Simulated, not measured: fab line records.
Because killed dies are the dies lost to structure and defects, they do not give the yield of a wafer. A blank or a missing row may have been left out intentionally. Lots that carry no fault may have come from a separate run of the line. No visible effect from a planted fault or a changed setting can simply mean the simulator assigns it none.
fab line records	flow sky130
record: lots: 6	wafers: 18	last-day: 49
route steps=708 shown LDD_N@252 LDD_P@255 LDD_HVN@267 LDD_HVP@278 LDD_LDN@289 PAD_OPEN@708
lots that met no fault: taken from a fault-free run of the same line
start-h: hours from the record's opening day to when the first of the lot's shown wafers began	wait-h: how many hours have passed since the lot's step before this one	" identical to the entry in the row above	L1.1+2: a single row standing in for several wafers	- value missing, or start not given	* or withheld: withheld	< > ~ a bound
route shown NAME@n: NAME is a module with steps in the file, n the number in the route of the first one	usual: average and standard deviation across the fault-free wafers	same: alike in all rows	chamber/n: place in a boat	sites: per-site readings	_std_site: standard deviation of those values	_edge_site: mean of outer sites minus mean of inner sites	radius-mm: for every site, how far away it sits from the centre of the wafer	mask NAME#n: copy n	behind: the last tool/chamber to shape the wafer	hold: cause of the lot's hold/its duration in hours/its outcome	device: the transistor (n, p or np) that didn't switch	end of line: the tests these same wafers got at the end of their route	a step given without rows: its recipe and nothing more	killed: dies that structure and defects cost at the first sort, which is not the same as the wafer's yield	map: a wafer's dies, x killed, . not, _ none there
set.NAME: the setting that was run; set.NAME@STEP: the one run at that earlier step	model.NAME: the simulator's own value behind a step, which no gauge read
a table for each step, a row for each wafer; lots at some steps of the route
services: the hour from which a tool's chamber was out of use, counted from the record's first day as start-h (under 0 if before that day), plus the number of hours and why
== steps ==
step: SKY_LDD_N_IMPLANT_15
recipe: species: BF2	energy-kev: 50	dose-cm2: 5e+12	tilt-deg: 30	rotation-deg: 270
step: SKY_LDD_N_STRIP_16
recipe: chemistry: O2/N2	power-w: 1400	pressure-mtorr: 1500	platen-temp-c: withheld	o2-flow-sccm: 3000	n2-flow-sccm: 300	overash-fraction: 0.5
usual: drypump-motor-current-A: 5.9/0.52	oes-product-au: 0.407/0.0044	strip-time-to-endpoint-s: 4.324/0.016
lot.wafer	tool	chamber	start-h	wait-h	drypump-motor-current-A	oes-product-au	rf-hours-counter-h	strip-time-to-endpoint-s
L629.2	plasma-asher-04	1	421.15	0.1	5.4	0.407	66	4.310
L629.4	"	1	"	"	5.4	0.406	-	4.307
L629.6	"	1	"	"	5.4	0.401	-	4.320
L630.4	plasma-asher-02	0	434.98	0.1	6.8	0.410	-	4.360
L630.5	"	1	"	"	5.8	0.418	-	4.336
L630.6	"	0	"	"	6.8	0.405	-	4.345
L633.1	plasma-asher-04	0	455.70	0.1	6.1	0.398	70	4.314
L633.4	"	1	"	"	5.4	0.412	-	4.321
L633.5	"	1	"	"	5.4	0.403	-	4.310
L634.1	plasma-asher-02	0	466.79	0.1	6.8	0.398	2	4.342
L634.3	"	1	"	"	5.8	0.407	-	4.340
L634.4	"	0	"	"	6.8	0.407	-	4.341
L643.2	plasma-asher-02	0	551.99	0.1	6.8	0.407	11	4.355
L643.3	"	0	"	"	6.8	0.404	-	4.319
L643.4	"	1	"	"	5.8	0.411	-	4.325
L647.1	plasma-asher-01	1	574.04	0.1	5.2	0.406	44	4.310
L647.2	"	0	"	"	5.9	0.412	44	4.321
L647.4	"	1	"	"	5.2	0.415	-	4.329
step: SKY_LDD_N_TW_MEAS_17
usual: LDD_N_TW: 2570/25
lot.wafer	tool	chamber	start-h	wait-h	LDD_N_TW
L629.2	film-metro-04	-	421.26	0.1	2530
L629.4	"	-	"	"	2519
L629.6	"	-	"	"	2523
L630.4	film-metro-01	-	435.08	0.1	2611
L630.5	"	-	"	"	2614
L630.6	"	-	"	"	2614
L633.1	film-metro-01	-	455.80	0.1	2609
L633.4	"	-	"	"	2620
L633.5	"	-	"	"	2619
L634.1	film-metro-04	-	466.89	0.1	2526
L634.3	"	-	"	"	2539
L634.4	"	-	"	"	2538
L643.2	film-metro-02	-	552.10	0.1	2567
L643.3	"	-	"	"	2578
L643.4	"	-	"	"	2586
L647.1	film-metro-04	-	574.14	0.1	2559
L647.2	"	-	"	"	2562
L647.4	"	-	"	"	2574
step: SKY_LDD_P_DEHYDRATE_00
recipe: temp-c: 200	time-s: 60
step: SKY_LDD_P_HMDS_01
recipe: prime-time-s: 60	prime-temp-c: 120
step: SKY_LDD_P_COAT_02
recipe: resist: NOVOLAK	spin-rpm: 3000	resist-thk-nm: 1140
step: SKY_LDD_P_SOFTBAKE_03
recipe: temp-c: 90	time-s: 60	resist: NOVOLAK
step: SKY_LDD_P_EXPOSE_04
recipe: mask-id: PSDM	na: 0.6	source-shape: conventional	sigma-outer: 0.6	polarization: unpolarized	target-cd-nm: 380	dose-mj: 138
step: SKY_LDD_P_PEB_05
recipe: temp-c: withheld	time-s: *	resist: NOVOLAK
step: SKY_LDD_P_DEVELOP_06
recipe: resist: NOVOLAK	developer: TMAH	develop-time-s: 60	dev-temp-c: 23
step: SKY_LDD_P_CD_MEAS_07
recipe: target-cd-nm: 380
usual: cd-nm: 380.0/2.2
lot.wafer	tool	chamber	start-h	wait-h	cd-nm
L629.2	cd-sem-01	-	452.31	0.1	377.8
L629.4	"	-	"	"	379.1
L629.6	"	-	"	"	377.0
L630.4	cd-sem-02	-	465.93	0.1	380.1
L630.5	"	-	"	"	379.2
L630.6	"	-	"	"	381.9
L633.1	cd-sem-02	-	486.89	0.1	375.5
L633.4	"	-	"	"	378.8
L633.5	"	-	"	"	376.8
L634.1	cd-sem-01	-	497.79	0.1	380.9
L634.3	"	-	"	"	383.0
L634.4	"	-	"	"	381.6
L643.2	cd-sem-02	-	581.13	0.2	382.6
L643.3	"	-	"	"	383.4
L643.4	"	-	"	"	379.3
L647.1	cd-sem-02	-	602.99	0.1	382.4
L647.2	"	-	"	"	379.7
L647.4	"	-	"	"	378.8
step: SKY_LDD_P_OVL_MEAS_08
usual: LDD_P_OVL: -0.9/1.3
lot.wafer	tool	chamber	start-h	wait-h	LDD_P_OVL[nm]
L629.2	overlay-01	-	452.42	0.1	0.1
L629.4	"	-	"	"	-1.6
L629.6	"	-	"	"	-2.0
L630.4	overlay-02	-	466.00	0.1	0.2
L630.5	"	-	"	"	1.5
L630.6	"	-	"	"	0.5
L633.1	overlay-02	-	487.01	0.1	-2.1
L633.4	"	-	"	"	-2.2
L633.5	"	-	"	"	-1.3
L634.1	overlay-02	-	497.91	0.1	-1.2
L634.3	"	-	"	"	0.4
L634.4	"	-	"	"	-0.5
L643.2	overlay-01	-	581.24	0.1	0.7
L643.3	"	-	"	"	-0.8
L643.4	"	-	"	"	1.1
L647.1	overlay-01	-	603.11	0.1	-0.8
L647.2	"	-	"	"	-0.9
L647.4	"	-	"	"	-1.7
step: SKY_LDD_P_IMPLANT_09
recipe: species: BF2	energy-kev: 25	dose-cm2: 1e+13	tilt-deg: withheld
usual: beam-on-s: 10.02/0.2
lot.wafer	tool	chamber	start-h	wait-h	beam-on-s
L629.2	implanter-02	0	452.47	0.0	9.96
L629.4	"	0	"	"	10.00
L629.6	"	0	"	"	9.64
L630.4	implanter-02	0	466.10	0.1	10.10
L630.5	"	0	"	"	10.41
L630.6	"	0	"	"	10.05
L633.1	implanter-02	0	487.05	0.0	10.14
L633.4	"	0	"	"	9.96
L633.5	"	0	"	"	9.81
L634.1	implanter-02	0	497.95	0.0	10.05
L634.3	"	0	"	"	9.55
L634.4	"	0	"	"	9.98
L643.2	implanter-02	0	581.29	0.0	9.95
L643.3	"	0	"	"	9.91
L643.4	"	0	"	"	9.97
L647.1	implanter-03	0	603.15	0.0	10.19
L647.2	"	0	"	"	10.00
L647.4	"	0	"	"	10.21
step: SKY_LDD_P_STRIP_10
recipe: chemistry: O2/N2	power-w: 1400	pressure-mtorr: 1500	platen-temp-c: withheld	o2-flow-sccm: 3000	n2-flow-sccm: 300	overash-fraction: 0.5
usual: drypump-motor-current-A: 5.63/0.29	oes-product-au: 0.716/0.0045	strip-time-to-endpoint-s: 14.18/0.043
lot.wafer	tool	chamber	start-h	wait-h	drypump-motor-current-A	oes-product-au	rf-hours-counter-h	strip-time-to-endpoint-s
L629.2	plasma-asher-04	1	452.60	0.1	5.41	0.716	70	14.26
L629.4	"	1	"	"	5.42	0.719	-	14.26
L629.6	"	0	"	"	6.06	0.722	-	14.26
L630.4	plasma-asher-01	1	466.20	0.1	5.16	0.720	-	14.14
L630.5	"	1	"	"	5.17	0.716	-	14.13
L630.6	"	0	"	"	5.89	0.709	-	14.17
L633.1	plasma-asher-01	1	487.20	0.1	5.18	0.711	36	14.20
L633.4	"	0	"	"	5.91	0.713	-	14.22
L633.5	"	1	"	"	5.19	0.719	-	14.21
L634.1	plasma-asher-01	1	498.10	0.1	5.18	0.713	37	14.02
L634.3	"	1	"	"	5.15	0.719	-	14.10
L634.4	"	0	"	"	5.91	0.718	-	14.10
L643.2	plasma-asher-04	1	581.42	0.1	5.36	0.713	84	14.22
L643.3	"	0	"	"	6.03	0.719	-	14.22
L643.4	"	1	"	"	5.37	0.716	-	14.25
L647.1	plasma-asher-03	1	603.30	0.1	5.69	0.707	78	14.21
L647.2	"	0	"	"	5.74	0.712	78	14.24
L647.4	"	1	"	"	5.71	0.713	-	14.18
step: SKY_LDD_P_TW_MEAS_11
usual: LDD_P_TW: 635/6.3
lot.wafer	tool	chamber	start-h	wait-h	LDD_P_TW
L629.2	film-metro-01	-	452.71	0.1	648
L629.4	"	-	"	"	646
L629.6	"	-	"	"	642
L630.4	film-metro-01	-	466.30	0.1	645
L630.5	"	-	"	"	645
L630.6	"	-	"	"	645
L633.1	film-metro-04	-	487.30	0.1	622
L633.4	"	-	"	"	618
L633.5	"	-	"	"	625
L634.1	film-metro-04	-	498.20	0.1	621
L634.3	"	-	"	"	623
L634.4	"	-	"	"	622
L643.2	film-metro-04	-	581.53	0.1	630
L643.3	"	-	"	"	629
L643.4	"	-	"	"	627
L647.1	film-metro-04	-	603.40	0.1	627
L647.2	"	-	"	"	628
L647.4	"	-	"	"	623
step: SKY_LDD_HVN_DEHYDRATE_00
recipe: temp-c: 200	time-s: 60
step: SKY_LDD_HVN_HMDS_01
recipe: prime-time-s: 60	prime-temp-c: 120
step: SKY_LDD_HVN_COAT_02
recipe: resist: NOVOLAK	spin-rpm: 3000	resist-thk-nm: 300
step: SKY_LDD_HVN_SOFTBAKE_03
recipe: temp-c: 90	time-s: 60	resist: NOVOLAK
step: SKY_LDD_HVN_EXPOSE_04
recipe: mask-id: HVNTM	na: 0.6	source-shape: conventional	sigma-outer: 0.6	polarization: unpolarized	target-cd-nm: 700	dose-mj: 127
step: SKY_LDD_HVN_PEB_05
recipe: temp-c: withheld	time-s: *	resist: NOVOLAK
step: SKY_LDD_HVN_DEVELOP_06
recipe: resist: NOVOLAK	developer: TMAH	develop-time-s: 60	dev-temp-c: 23
step: SKY_LDD_HVN_OVL_MEAS_07
usual: LDD_HVN_OVL: 1.0/1.2
lot.wafer	tool	chamber	start-h	wait-h	LDD_HVN_OVL[nm]
L629.2	overlay-01	-	483.01	0.1	4.0
L629.4	"	-	"	"	0.2
L629.6	"	-	"	"	2.4
L630.4	overlay-01	-	497.58	0.1	0.1
L630.5	"	-	"	"	-0.1
L630.6	"	-	"	"	2.0
L633.1	overlay-01	-	518.21	0.1	2.1
L633.4	"	-	"	"	1.3
L633.5	"	-	"	"	2.7
L634.1	overlay-02	-	528.56	0.1	3.0
L634.3	"	-	"	"	-0.2
L634.4	"	-	"	"	1.0
L643.2	overlay-01	-	611.05	0.1	0.7
L643.3	"	-	"	"	1.4
L643.4	"	-	"	"	-0.4
L647.1	overlay-02	-	632.36	0.1	0.6
L647.2	"	-	"	"	0.6
L647.4	"	-	"	"	0.9
step: SKY_LDD_HVN_IMPLANT_08
recipe: species: P	energy-kev: 60	dose-cm2: 3e+13	tilt-deg: 40
step: SKY_LDD_HVN_STRIP_09
recipe: chemistry: O2/N2	power-w: 1400	pressure-mtorr: 1500	platen-temp-c: withheld	o2-flow-sccm: 3000	n2-flow-sccm: 300	overash-fraction: 0.5
usual: drypump-motor-current-A: 5.9/0.47	oes-product-au: 0.409/0.0043	strip-time-to-endpoint-s: 4.142/0.016
lot.wafer	tool	chamber	start-h	wait-h	drypump-motor-current-A	oes-product-au	rf-hours-counter-h	strip-time-to-endpoint-s
L629.2	plasma-asher-04	1	483.19	0.1	5.4	0.407	73	4.172
L629.4	"	0	"	"	6.1	0.403	-	4.180
L629.6	"	1	"	"	5.4	0.414	-	4.152
L630.4	plasma-asher-04	0	497.78	0.1	6.1	0.412	-	4.153
L630.5	"	1	"	"	5.5	0.410	-	4.151
L630.6	"	0	"	"	6.0	0.406	-	4.154
L633.1	plasma-asher-04	1	518.39	0.1	5.4	0.404	77	4.140
L633.4	"	0	"	"	6.1	0.411	-	4.130
L633.5	"	1	"	"	5.4	0.406	-	4.142
L634.1	plasma-asher-02	0	528.74	0.1	6.8	0.408	8	4.134
L634.3	"	0	"	"	6.8	0.403	-	4.130
L634.4	"	1	"	"	5.7	0.411	-	4.131
L643.2	plasma-asher-02	1	611.23	0.1	5.7	0.411	17	4.141
L643.3	"	1	"	"	5.7	0.408	-	4.120
L643.4	"	0	"	"	6.9	0.412	-	4.127
L647.1	plasma-asher-04	0	632.55	0.1	6.1	0.416	89	4.153
L647.2	"	1	"	"	5.4	0.401	89	4.165
L647.4	"	0	"	"	6.1	0.410	-	4.155
step: SKY_LDD_HVN_TW_MEAS_10
usual: LDD_HVN_TW: 1436/9.5
lot.wafer	tool	chamber	start-h	wait-h	LDD_HVN_TW
L629.2	film-metro-03	-	483.30	0.1	1451
L629.4	"	-	"	"	1447
L629.6	"	-	"	"	1444
L630.4	film-metro-03	-	497.87	0.1	1440
L630.5	"	-	"	"	1447
L630.6	"	-	"	"	1440
L633.1	film-metro-02	-	518.49	0.1	1425
L633.4	"	-	"	"	1432
L633.5	"	-	"	"	1430
L634.1	film-metro-02	-	528.84	0.1	1417
L634.3	"	-	"	"	1427
L634.4	"	-	"	"	1420
L643.2	film-metro-03	-	611.34	0.1	1444
L643.3	"	-	"	"	1439
L643.4	"	-	"	"	1443
L647.1	film-metro-02	-	632.65	0.1	1431
L647.2	"	-	"	"	1437
L647.4	"	-	"	"	1435
step: SKY_LDD_HVP_DEHYDRATE_00
recipe: temp-c: 200	time-s: 60
step: SKY_LDD_HVP_HMDS_01
recipe: prime-time-s: 60	prime-temp-c: 120
step: SKY_LDD_HVP_COAT_02
recipe: resist: NOVOLAK	spin-rpm: 3000	resist-thk-nm: 300
step: SKY_LDD_HVP_SOFTBAKE_03
recipe: temp-c: 90	time-s: 60	resist: NOVOLAK
step: SKY_LDD_HVP_EXPOSE_04
recipe: mask-id: HVPTM	na: 0.6	source-shape: conventional	sigma-outer: 0.6	polarization: unpolarized	target-cd-nm: 700	dose-mj: 86
step: SKY_LDD_HVP_PEB_05
recipe: temp-c: withheld	time-s: *	resist: NOVOLAK
step: SKY_LDD_HVP_DEVELOP_06
recipe: resist: NOVOLAK	developer: TMAH	develop-time-s: 60	dev-temp-c: 23
step: SKY_LDD_HVP_OVL_MEAS_07
usual: LDD_HVP_OVL: 0.2/1.3
lot.wafer	tool	chamber	start-h	wait-h	LDD_HVP_OVL[nm]
L629.2	overlay-01	-	513.61	0.1	0.8
L629.4	"	-	"	"	0.8
L629.6	"	-	"	"	-1.4
L630.4	overlay-01	-	528.56	0.1	-1.4
L630.5	"	-	"	"	0.8
L630.6	"	-	"	"	1.8
L633.1	overlay-02	-	548.46	0.1	-0.1
L633.4	"	-	"	"	0.8
L633.5	"	-	"	"	0.8
L634.1	overlay-02	-	558.99	0.1	0.8
L634.3	"	-	"	"	0.7
L634.4	"	-	"	"	1.7
L643.2	overlay-01	-	639.60	0.1	0.3
L643.3	"	-	"	"	-2.3
L643.4	"	-	"	"	0.3
L647.1	overlay-01	-	660.56	0.1	-0.9
L647.2	"	-	"	"	-0.2
L647.4	"	-	"	"	-1.2
step: SKY_LDD_HVP_IMPLANT_08
recipe: species: B	energy-kev: 20	dose-cm2: 1.7e+13	tilt-deg: 17.9
step: SKY_LDD_HVP_STRIP_09
recipe: chemistry: O2/N2	power-w: 1400	pressure-mtorr: 1500	platen-temp-c: withheld	o2-flow-sccm: 3000	n2-flow-sccm: 300	overash-fraction: 0.5
usual: drypump-motor-current-A: 5.9/0.49	oes-product-au: 0.409/0.0044	strip-time-to-endpoint-s: 4.141/0.015
lot.wafer	tool	chamber	start-h	wait-h	drypump-motor-current-A	oes-product-au	rf-hours-counter-h	strip-time-to-endpoint-s
L629.2	plasma-asher-01	1	513.79	0.1	5.2	0.407	38	4.128
L629.4	"	1	"	"	5.2	0.412	-	4.145
L629.6	"	1	"	"	5.2	0.416	-	4.165
L630.4	plasma-asher-03	1	528.76	0.1	5.7	0.415	-	4.148
L630.5	"	0	"	"	5.7	0.403	-	4.166
L630.6	"	1	"	"	5.7	0.407	-	4.172
L633.1	plasma-asher-01	1	548.64	0.1	5.2	0.412	42	4.117
L633.4	"	1	"	"	5.2	0.398	-	4.138
L633.5	"	1	"	"	5.2	0.409	-	4.121
L634.1	plasma-asher-02	0	559.18	0.1	6.8	0.404	12	4.143
L634.3	"	0	"	"	6.8	0.413	-	4.130
L634.4	"	1	"	"	5.8	0.409	-	4.140
L643.2	plasma-asher-02	0	639.78	0.1	6.8	0.414	21	4.146
L643.3	"	1	"	"	5.7	0.408	-	4.124
L643.4	"	0	"	"	6.8	0.406	-	4.122
L647.1	plasma-asher-03	0	660.75	0.1	5.7	0.410	82	4.137
L647.2	"	1	"	"	5.7	0.412	82	4.154
L647.4	"	0	"	"	5.7	0.410	-	4.174
step: SKY_LDD_HVP_TW_MEAS_10
usual: LDD_HVP_TW: 455/3.6
lot.wafer	tool	chamber	start-h	wait-h	LDD_HVP_TW
L629.2	film-metro-03	-	513.90	0.1	457
L629.4	"	-	"	"	459
L629.6	"	-	"	"	458
L630.4	film-metro-03	-	528.86	0.1	458
L630.5	"	-	"	"	457
L630.6	"	-	"	"	458
L633.1	film-metro-03	-	548.74	0.1	458
L633.4	"	-	"	"	457
L633.5	"	-	"	"	456
L634.1	film-metro-02	-	559.28	0.1	455
L634.3	"	-	"	"	453
L634.4	"	-	"	"	456
L643.2	film-metro-04	-	639.89	0.1	451
L643.3	"	-	"	"	451
L643.4	"	-	"	"	452
L647.1	film-metro-02	-	660.85	0.1	450
L647.2	"	-	"	"	448
L647.4	"	-	"	"	449
step: SKY_LDD_LDN_DEHYDRATE_00
recipe: temp-c: 200	time-s: 60
step: SKY_LDD_LDN_HMDS_01
recipe: prime-time-s: 60	prime-temp-c: 120
step: SKY_LDD_LDN_COAT_02
recipe: resist: NOVOLAK	spin-rpm: 3000	resist-thk-nm: 1140
step: SKY_LDD_LDN_SOFTBAKE_03
recipe: temp-c: 90	time-s: 60	resist: NOVOLAK
step: SKY_LDD_LDN_EXPOSE_04
recipe: mask-id: LDNTM	na: 0.6	source-shape: conventional	sigma-outer: 0.6	polarization: unpolarized	target-cd-nm: 700	dose-mj: 140
step: SKY_PAD_OPEN_PROBE_99
usual: killed_at_M0_to_M3: 44/6.5	killed_at_M4_up: 2.9/1.7	killed-at-contacts: 24/5.7	killed-at-front-end: 16/4.4	killed-at-other: 0.2/0.48	killed-dies: 87/9.6	killed-on-rim: 17/3.8	killed-open: 48/6.7	killed-short: 38/6.2
same: gross-dies: 492	killed-at-back-side: 0
lot.wafer	tool	chamber	start-h	wait-h	killed_at_M0_to_M3	killed_at_M4_up	killed-at-contacts	killed-at-front-end	killed-at-other	killed-dies	killed-on-rim	killed-open	killed-short	model.etest.tip-p.rs-ohm-sq-range	model.etest.pfet_01v8.drive-ua-um-range	model.etest.pfet_01v8.vt-v-range
L629.2	prober-02	-	1088.76	0.1	43	3	20	10	0	76	20	34	42	66.3	8.27	0.01172
L629.4	prober-02	-	1088.86	0.2	47	2	29	18	0	96	20	58	38	164.4	7.928	0.01401
L629.6	prober-02	-	1088.96	0.2	53	2	29	11	1	96	24	54	42	165	6.38	0.009573
L630.4	prober-02	-	1100.71	0.2	47	4	24	16	0	91	17	51	40	189.1	10.7	0.01932
L630.5	prober-02	-	1100.76	0.2	53	2	21	24	2	102	22	56	44	264.1	8.961	0.01282
L630.6	prober-02	-	1100.81	0.2	43	5	27	21	0	96	17	53	43	162.3	8.678	0.01665
L633.1	prober-01	-	1111.97	0.1	45	3	29	18	1	96	16	53	43	1998	9.418	0.03279
L633.4	prober-01	-	1112.12	0.2	50	0	25	14	0	89	18	49	40	1841	11.79	0.0278
L633.5	prober-01	-	1112.17	0.2	42	5	23	19	1	90	19	46	43	1786	10.75	0.03168
L634.1	prober-02	-	1121.73	0.1	41	0	20	11	0	72	20	35	37	1884	6.413	0.02138
L634.3	prober-02	-	1121.83	0.2	47	1	36	12	0	96	22	58	38	1911	8.187	0.0293
L634.4	prober-02	-	1121.88	0.2	46	2	17	20	1	86	24	42	44	1767	9.03	0.02403
L643.2	prober-02	-	1180.29	0.1	46	4	30	20	0	100	18	47	53	138.5	7.501	0.01232
L643.3	prober-02	-	1180.34	0.2	36	4	22	17	1	80	11	46	34	219.3	5.115	0.01605
L643.4	prober-02	-	1180.39	0.2	44	5	37	12	0	98	17	51	47	155	6.827	0.01516
L647.1	prober-01	-	1185.48	0.1	46	1	21	14	0	82	16	47	35	131.2	8.162	0.01362
L647.2	prober-01	-	1185.53	0.1	43	3	23	17	1	87	14	46	41	181.5	6.979	0.01702
L647.4	prober-01	-	1185.63	0.2	45	6	27	10	1	89	23	48	41	118	7.716	0.009765
killed by level:class
L629.2 VIA1:geometric-particle:open=8 VIA1:geometric-particle:short=6 METAL2:geometric-particle:short=6 VIA2:geometric-particle:open=6 POLY_GATE:geometric-particle:short=5 CONTACT:geometric-particle:open=5 CONTACT:geometric-particle:short=5 LI_CONTACT:geometric-particle:short=4
L629.4 VIA1:geometric-particle:open=14 CONTACT:geometric-particle:open=12 CONTACT:geometric-particle:short=10 METAL1:geometric-particle:short=10 FIELD_ISO:geometric-particle:open=6 VIA2:geometric-particle:open=6 LI_CONTACT:geometric-particle:open=5 VIA3:geometric-particle:open=5
L629.6 VIA1:geometric-particle:open=12 CONTACT:geometric-particle:open=8 METAL1:geometric-particle:short=8 VIA2:geometric-particle:open=8 VIA3:geometric-particle:open=6 LI_CONTACT:geometric-particle:open=6 VIA1:geometric-particle:short=6 LOCAL_INTERCONNECT:geometric-particle:open=5
L630.4 VIA1:geometric-particle:open=8 VIA2:geometric-particle:open=8 CONTACT:geometric-particle:open=7 LI_CONTACT:geometric-particle:open=5 LOCAL_INTERCONNECT:geometric-particle:short=5 METAL2:geometric-particle:short=5 VIA3:geometric-particle:open=5 FIELD_ISO:geometric-particle:short=4
L630.5 VIA2:geometric-particle:open=12 METAL1:geometric-particle:short=7 VIA1:geometric-particle:open=7 FIELD_ISO:geometric-particle:open=6 POLY_GATE:geometric-particle:open=6 LI_CONTACT:geometric-particle:open=6 FIELD_ISO:geometric-particle:short=5 POLY_GATE:geometric-particle:short=5
L630.6 VIA2:geometric-particle:open=14 LI_CONTACT:geometric-particle:open=8 FIELD_ISO:geometric-particle:short=7 CONTACT:geometric-particle:open=7 LOCAL_INTERCONNECT:geometric-particle:short=7 METAL2:geometric-particle:short=7 POLY_GATE:geometric-particle:open=5 VIA1:geometric-particle:open=5
L633.1 VIA1:geometric-particle:open=14 CONTACT:geometric-particle:open=11 LOCAL_INTERCONNECT:geometric-particle:short=8 METAL1:geometric-particle:short=7 LI_CONTACT:geometric-particle:open=6 METAL2:geometric-particle:short=6 VIA2:geometric-particle:open=5 FIELD_ISO:geometric-particle:open=4
L633.4 METAL1:geometric-particle:short=10 CONTACT:geometric-particle:open=10 VIA1:geometric-particle:open=10 LI_CONTACT:geometric-particle:open=6 VIA2:geometric-particle:open=6 CONTACT:geometric-particle:short=6 VIA1:geometric-particle:short=6 VIA3:geometric-particle:open=6
L633.5 CONTACT:geometric-particle:open=8 METAL2:geometric-particle:short=7 VIA2:geometric-particle:open=7 LI_CONTACT:geometric-particle:open=6 FIELD_ISO:geometric-particle:short=5 METAL1:geometric-particle:short=5 POLY_GATE:geometric-particle:open=5 VIA1:geometric-particle:short=5
L634.1 VIA1:geometric-particle:open=8 METAL2:geometric-particle:short=6 LI_CONTACT:geometric-particle:open=6 LOCAL_INTERCONNECT:geometric-particle:short=6 VIA2:geometric-particle:open=6 VIA3:geometric-particle:open=5 METAL3:geometric-particle:short=4 POLY_GATE:geometric-particle:short=3
L634.3 CONTACT:geometric-particle:open=12 VIA1:geometric-particle:open=11 VIA3:geometric-particle:open=10 LI_CONTACT:geometric-particle:open=8 CONTACT:geometric-particle:short=7 VIA2:geometric-particle:open=7 METAL2:geometric-particle:short=6 FIELD_ISO:geometric-particle:open=5
L634.4 METAL2:geometric-particle:short=10 POLY_GATE:geometric-particle:short=8 METAL1:geometric-particle:short=8 VIA2:geometric-particle:open=7 CONTACT:geometric-particle:open=7 VIA1:geometric-particle:open=7 VIA3:geometric-particle:open=6 POLY_GATE:geometric-particle:open=4
L643.2 CONTACT:geometric-particle:open=12 VIA1:geometric-particle:open=12 CONTACT:geometric-particle:short=10 VIA1:geometric-particle:short=9 METAL1:geometric-particle:short=6 VIA2:geometric-particle:open=5 METAL3:geometric-particle:short=5 FIELD_ISO:geometric-particle:open=4
L643.3 CONTACT:geometric-particle:open=8 VIA2:geometric-particle:open=7 VIA1:geometric-particle:open=6 VIA3:geometric-particle:open=5 POLY_GATE:geometric-particle:short=4 CONTACT:geometric-particle:short=4 LI_CONTACT:geometric-particle:open=4 LOCAL_INTERCONNECT:geometric-particle:short=4
L643.4 CONTACT:geometric-particle:open=13 VIA3:geometric-particle:open=10 LI_CONTACT:geometric-particle:short=7 LI_CONTACT:geometric-particle:open=6 LOCAL_INTERCONNECT:geometric-particle:short=6 VIA1:geometric-particle:open=6 VIA2:geometric-particle:short=6 VIA2:geometric-particle:open=6
L647.1 VIA2:geometric-particle:open=9 VIA3:geometric-particle:open=8 CONTACT:geometric-particle:open=7 LI_CONTACT:geometric-particle:open=6 VIA1:geometric-particle:open=5 METAL2:geometric-particle:short=5 POLY_GATE:geometric-particle:open=4 VIA1:geometric-particle:short=4
L647.2 VIA1:geometric-particle:open=14 LI_CONTACT:geometric-particle:open=9 POLY_GATE:geometric-particle:short=6 CONTACT:geometric-particle:short=6 VIA2:geometric-particle:open=6 VIA1:geometric-particle:short=5 METAL1:geometric-particle:short=5 VIA2:geometric-particle:short=5
L647.4 CONTACT:geometric-particle:open=12 VIA3:geometric-particle:open=8 VIA1:geometric-particle:open=7 LI_CONTACT:geometric-particle:open=6 VIA2:geometric-particle:short=5 VIA2:geometric-particle:open=5 METAL4:geometric-particle:short=5 POLY_GATE:geometric-particle:open=4
== services ==
tool	chamber	start-h	hours	kind
plasma-asher-02	-	400.01	0.5	repair
plasma-asher-02	-	407.01	7.8	repair
plasma-asher-02	-	415.18	1.6	repair
plasma-asher-02	-	421.25	9.0	pm
plasma-asher-02	0	421.25	9.0	vent-cycle
plasma-asher-02	1	421.25	9.0	vent-cycle
implanter-02	-	426.87	1.9	repair
plasma-asher-02	0	430.25	-	clean
implanter-03	-	433.29	3.8	pm
plasma-asher-02	-	444.50	2.8	pm
plasma-asher-02	-	447.96	14.6	pm
implanter-03	-	507.51	1.1	repair
implanter-02	-	520.69	7.1	pm
plasma-asher-01	-	521.06	1.4	repair
plasma-asher-03	-	532.04	1.2	repair
plasma-asher-03	-	546.80	15.6	pm
implanter-02	-	551.13	1.7	repair
implanter-03	-	573.75	3.6	repair
implanter-02	-	591.40	1.3	repair
implanter-02	-	601.75	15.9	pm
plasma-asher-04	-	613.78	2.4	repair
implanter-03	-	620.19	20.4	pm
plasma-asher-03	-	620.85	22.9	repair
implanter-02	-	647.26	3.8	pm
== key ==
first-sign: step: SKY_LDD_P_TW_MEAS_11	reading: LDD_P_TW	direction: down	sigmas: 2	usual: 635	struck: 622
effect none on later readings
model-effect: step: SKY_PAD_OPEN_PROBE_99	value: etest.tip-p.rs-ohm-sq-range	without: 183.5	struck: 1864
met-at SKY_LDD_P_IMPLANT_09
struck-wafers L633.1,L633.4,L633.5,L634.1,L634.3,L634.4
tester-left-out L633,L634
onset-between 466.10 487.05
also-fits SKY_LDD_P_STRIP_10:plasma-asher-01
fault: kind: process-parameter-drift	tool: implanter-02	chamber: -	onset-h: 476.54	steps: SKY_LDD_P_IMPLANT_09	channel: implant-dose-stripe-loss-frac	offset: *	shape: step	end-h: 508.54
tester-left-out: of these lots the tester's yield and bins aren't shown, on N5 and GAA mostly nor the transistor test; their killed dies are dies lost to structure and defects alone, not to doping, threshold or leakage, so they don't give the yield
